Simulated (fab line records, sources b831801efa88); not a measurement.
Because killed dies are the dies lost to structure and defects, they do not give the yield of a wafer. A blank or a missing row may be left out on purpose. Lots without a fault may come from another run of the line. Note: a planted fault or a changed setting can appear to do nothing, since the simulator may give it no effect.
What tool caused it? | flow sky130 | Sampling: 13 lots, 39 wafers, 5 of 708 route steps

WHAT THE GAUGES READ, wafer by wafer
SKY_LI_CONTACT_RS_MEAS_22: measures by four-point-probe. Usual: LI_CONTACT_W_RS 0.280 ohm/sq, standard deviation 0.0059.
lot  | measured     | on           | LI_CONTACT_W_RS (ohm/sq)                  | flag
L370 | day 29 02:50 | filmMetro-01 | 0.275 0.289 0.271                         | 
L369 | day 29 04:10 | filmMetro-02 | 0.285 0.287 0.275                         | 
L372 | day 29 21:08 | filmMetro-02 | 0.275 0.269 0.268                         | 
L375 | day 31 00:04 | filmMetro-03 | 0.270 0.273 0.275                         | 
L376 | day 31 11:16 | filmMetro-03 | 0.272 0.286 0.284                         | 
L377 | day 31 14:43 | filmMetro-01 | 0.270 0.285 0.275                         | 
L378 | day 32 01:26 | filmMetro-02 | 0.267 0.282 0.281                         | 
L379 | day 32 13:52 | filmMetro-02 | 0.282 0.283 0.286                         | 
L380 | day 32 20:38 | filmMetro-01 | 0.286 0.285 0.289                         | 
L381 | day 32 23:19 | filmMetro-02 | 0.282 0.276 0.281                         | 
L389 | day 35 19:26 | filmMetro-02 | 24.998 24.999 24.977 25.016 25.030 24.996 | OFF
L390 | day 36 06:35 | filmMetro-02 | 25.080 24.906 25.111 25.099 24.895 25.090 | OFF
L392 | day 36 14:28 | filmMetro-01 | 0.273 0.285 0.290                         | 

SKY_CONTACT_THK_MEAS_03. Usual: CONTACT_HDPCVD_THK 565 nm, standard deviation 6.6.
lot  | measured     | on           | CONTACT_HDPCVD_THK (nm) | flag
L370 | day 30 06:57 | filmMetro-04 | 554 570 560             | 
L369 | day 30 08:53 | filmMetro-02 | 565 556 550             | 
L372 | day 31 02:05 | filmMetro-04 | 570 558 562             | 
L375 | day 32 05:47 | filmMetro-04 | 555 571 572             | 
L376 | day 32 15:14 | filmMetro-02 | 569 568 566             | 
L377 | day 32 19:31 | filmMetro-03 | 560 564 564             | 
L378 | day 33 06:08 | filmMetro-03 | 575 558 573             | 
L379 | day 33 17:31 | filmMetro-02 | 577 560 574             | 
L380 | day 34 01:17 | filmMetro-04 | 565 559 562             | 
L381 | day 34 03:52 | filmMetro-02 | 572 565 564             | 
L392 | day 37 18:03 | filmMetro-02 | 557 570 552             | 

WHICH TOOL RAN EACH LOT (tool, then ch and the chambers of the sampled wafers, then the start)
lot  | SKY_LI_CONTACT_CMP_02         | SKY_LI_CONTACT_SPUTTER_20   | SKY_LI_CONTACT_CVD_21
L370 | cmp-01 ch 1,2, day 27 22:53   | pvdSputter-04, day 29 02:39 | cvdW-02 ch 0,1, day 29 02:43
L369 | cmp-01 ch 0,2,3, day 28 00:20 | pvdSputter-04, day 29 03:58 | cvdW-02 ch 0,1, day 29 04:02
L372 | cmp-01 ch 0,2, day 28 16:51   | pvdSputter-01, day 29 20:57 | cvdW-02 ch 1, day 29 21:01
L375 | cmp-01 ch 0,2,3, day 29 20:01 | pvdSputter-04, day 30 23:52 | cvdW-02 ch 1, day 30 23:55
L376 | cmp-02 ch 0,1,3, day 30 07:10 | pvdSputter-04, day 31 11:05 | cvdW-02 ch 0,1, day 31 11:08
L377 | cmp-01 ch 1,3, day 30 10:01   | pvdSputter-01, day 31 14:31 | cvdW-02 ch 0,1, day 31 14:34
L378 | cmp-02 ch 0,2,3, day 30 21:01 | pvdSputter-04, day 32 01:12 | cvdW-02 ch 0,1, day 32 01:16
L379 | cmp-02 ch 2,3, day 31 08:56   | pvdSputter-04, day 32 13:39 | cvdW-01 ch 0,1, day 32 13:45
L380 | cmp-02 ch 1,2,3, day 31 16:46 | pvdSputter-04, day 32 20:26 | cvdW-01 ch 0,1, day 32 20:30
L381 | cmp-02 ch 0,1, day 31 19:45   | pvdSputter-03, day 32 23:05 | cvdW-01 ch 0,1, day 32 23:12
L389 | cmp-02 ch 1,2, day 34 16:14   | pvdSputter-01, day 35 19:15 | cvdW-02 ch 0,1, day 35 19:19
L390 | cmp-02 ch 0,1,2, day 35 03:57 | pvdSputter-01, day 36 06:24 | cvdW-01 ch 0,1, day 36 06:28
L392 | cmp-02 ch 0,2,3, day 35 11:28 | pvdSputter-01, day 36 14:15 | cvdW-02 ch 0,1, day 36 14:19
- SKY_LI_CONTACT_CMP_02: polishes PSG.
- SKY_LI_CONTACT_SPUTTER_20: material TiN, target thk 20 nm, time 80 s.
- SKY_LI_CONTACT_CVD_21: deposits W, target thk 400 nm, time 120.56 s.

AS READ BY THE TOOLS THEMSELVES (means over the sampled wafers that have a number; for cases with no such wafer, the mark the record gives instead)
SKY_LI_CONTACT_CMP_02. Usual: motorCurrentA 11.9 A, standard deviation 1; timeToEndpointS 31.6 s, standard deviation 2.7.
lot  | tool   | motorCurrentA (A) | timeToEndpointS (s) | flag
L370 | cmp-01 | 12.7              | 31.4                | 
L369 | cmp-01 | 11.5              | 35.2                | 
L372 | cmp-01 | 12.4              | 28.0                | 
L375 | cmp-01 | 11.6              | 29.4                | 
L376 | cmp-02 | 12.7              | 32.8                | 
L377 | cmp-01 | 11.3              | 31.8                | 
L378 | cmp-02 | 12.7              | 30.1                | 
L379 | cmp-02 | 12.0              | 28.0                | 
L380 | cmp-02 | 11.8              | 28.9                | 
L381 | cmp-02 | 12.1              | 34.3                | 
L389 | cmp-02 | 11.6              | 32.5                | 
L390 | cmp-02 | 12.0              | 32.6                | 
L392 | cmp-02 | 12.1              | 28.5                | 

SKY_LI_CONTACT_SPUTTER_20. Usual: throttleValvePct at 29.9 %, with a standard deviation of 0.48.
lot  | tool          | throttleValvePct (%) | flag
L370 | pvdSputter-04 | 29.7                 | 
L369 | pvdSputter-04 | 30.1                 | 
L372 | pvdSputter-01 | 29.3                 | 
L375 | pvdSputter-04 | 29.8                 | 
L376 | pvdSputter-04 | 30.1                 | 
L377 | pvdSputter-01 | 29.8                 | 
L378 | pvdSputter-04 | 29.9                 | 
L379 | pvdSputter-04 | 30.0                 | 
L380 | pvdSputter-04 | 30.1                 | 
L381 | pvdSputter-03 | 30.6                 | 
L389 | pvdSputter-01 | 29.7                 | 
L390 | pvdSputter-01 | 29.7                 | 
L392 | pvdSputter-01 | 29.9                 | 

SKY_LI_CONTACT_CVD_21. Usual: chamberPressureTorr 40.01 Torr, standard deviation 0.083; heaterPowerOuterW 508 W, standard deviation 46; heaterPowerW 859 W, standard deviation 97.
lot  | tool    | chamberPressureTorr (Torr) | heaterPowerOuterW (W) | heaterPowerW (W) | flag
L370 | cvdW-02 | 40.13                      | 474                   | 792              | 
L369 | cvdW-02 | 40.04                      | 521                   | 857              | 
L372 | cvdW-02 | 40.04                      | 440                   | 733              | 
L375 | cvdW-02 | 40.01                      | 448                   | 720              | 
L376 | cvdW-02 | 40.11                      | 511                   | 843              | 
L377 | cvdW-02 | 39.98                      | 469                   | 793              | 
L378 | cvdW-02 | 40.01                      | 501                   | 854              | 
L379 | cvdW-01 | 39.95                      | 513                   | 879              | 
L380 | cvdW-01 | 40.07                      | 520                   | 878              | 
L381 | cvdW-01 | 40.06                      | 525                   | 885              | 
L389 | cvdW-02 | -                          | -                     | -                | OFF
L390 | cvdW-01 | -                          | -                     | -                | OFF
L392 | cvdW-02 | 40.06                      | 507                   | 856              | 

THE ANSWER, worked out from the rows above alone
Rule: lot off if the mean of its wafers having a number is beyond 3 standard deviations from the usual mean. A lot without any number at a reading at which 4 lots or more have one is off too. The other lots that the step has rows for count as sound. Order of review: gauges by route order, followed by the tools' own readings, for which a lot's mean as printed above is used. At the first step where some lot is off, the reading lying furthest off is the one used; lots without a number count as furthest.
Off: at SKY_LI_CONTACT_RS_MEAS_22 (LI_CONTACT_W_RS), L389, L390.
If a tool, at a process step before that reading, ran all the lots that are off and no sound lot after the first of them, it fits. Not tried: the gauges at SKY_LI_CONTACT_RS_MEAS_22; whatever is off there is also off at SKY_LI_CONTACT_CVD_21, on other tools, and gauge error can't account for it. No candidate that was tried fits.

WHAT THE SIMULATOR HAD PUT IN
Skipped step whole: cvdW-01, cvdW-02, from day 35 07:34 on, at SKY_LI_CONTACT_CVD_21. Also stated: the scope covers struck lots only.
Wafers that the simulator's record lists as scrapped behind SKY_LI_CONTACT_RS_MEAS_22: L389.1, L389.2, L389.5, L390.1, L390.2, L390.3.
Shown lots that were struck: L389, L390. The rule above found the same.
